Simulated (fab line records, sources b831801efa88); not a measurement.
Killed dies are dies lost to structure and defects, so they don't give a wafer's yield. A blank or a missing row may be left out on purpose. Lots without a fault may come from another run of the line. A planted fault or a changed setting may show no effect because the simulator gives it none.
Chamber matching | flow gf180mcu | GF_V2_CVD_02 on pecvd-02: 3 sister chambers
The step deposits SiO2 from TEOS, target thk 850 nm, time 94.851 s. 16 wafers are shown with their chamber, then 8 later ones without.

WAFERS WITH THEIR CHAMBER
wafer  | chamber | heater_power_w (W)
L809.2 | 0       | 552
L809.4 | 1       | 660
L809.6 | 2       | 444
L810.3 | 2       | 487
L810.4 | 0       | 440
L810.6 | 1       | 698
L816.1 | 1       | 691
L816.2 | 2       | 549
L816.6 | 0       | 524
L817.3 | 0       | 512
L817.5 | 0       | 541
L817.6 | 2       | 442
L827.3 | 1       | 653
L827.5 | 0       | 451
L827.6 | 1       | 671
L828.1 | 2       | 556

SIGNATURES (means of the wafers above)
reading        | chamber 0 | chamber 1 | chamber 2 | scatter within a chamber
heater_power_w | 503.33    | 674.60    | 495.60    | 43.6
Rule: a wafer's distance from a chamber is the root of the sum, over the readings, of the square of ((its reading less the chamber's mean) divided by the reading's scatter). The wafer belongs to the nearest chamber; if the next one is less than 2 further off, it can't be placed. The scatter: the root of (the sum of the squares of (reading less its chamber's mean) over the shown wafers, divided by (wafers less chambers)).

WAFERS WITHOUT THEIR CHAMBER
wafer  | heater_power_w (W)
L828.4 | 428
L828.5 | 558
L830.2 | 630
L830.4 | 509
L830.6 | 668
L831.2 | 690
L831.3 | 506
L831.4 | 437

WHICH CHAMBER EACH WENT THROUGH
wafer  | from the rows above          | in truth
L828.4 | can't be placed: 2 or 0      | 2
L828.5 | can't be placed: 0 or 2 or 1 | 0
L830.2 | can't be placed: 1 or 0      | 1
L830.4 | can't be placed: 0 or 2      | 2
L830.6 | 1                            | 1
L831.2 | 1                            | 1
L831.3 | can't be placed: 0 or 2      | 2
L831.4 | can't be placed: 2 or 0      | 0
Placed correctly: 2 of 8. Can't be placed from these rows: 6 (the true chamber is among the candidates in 6). Placed wrongly: 0.
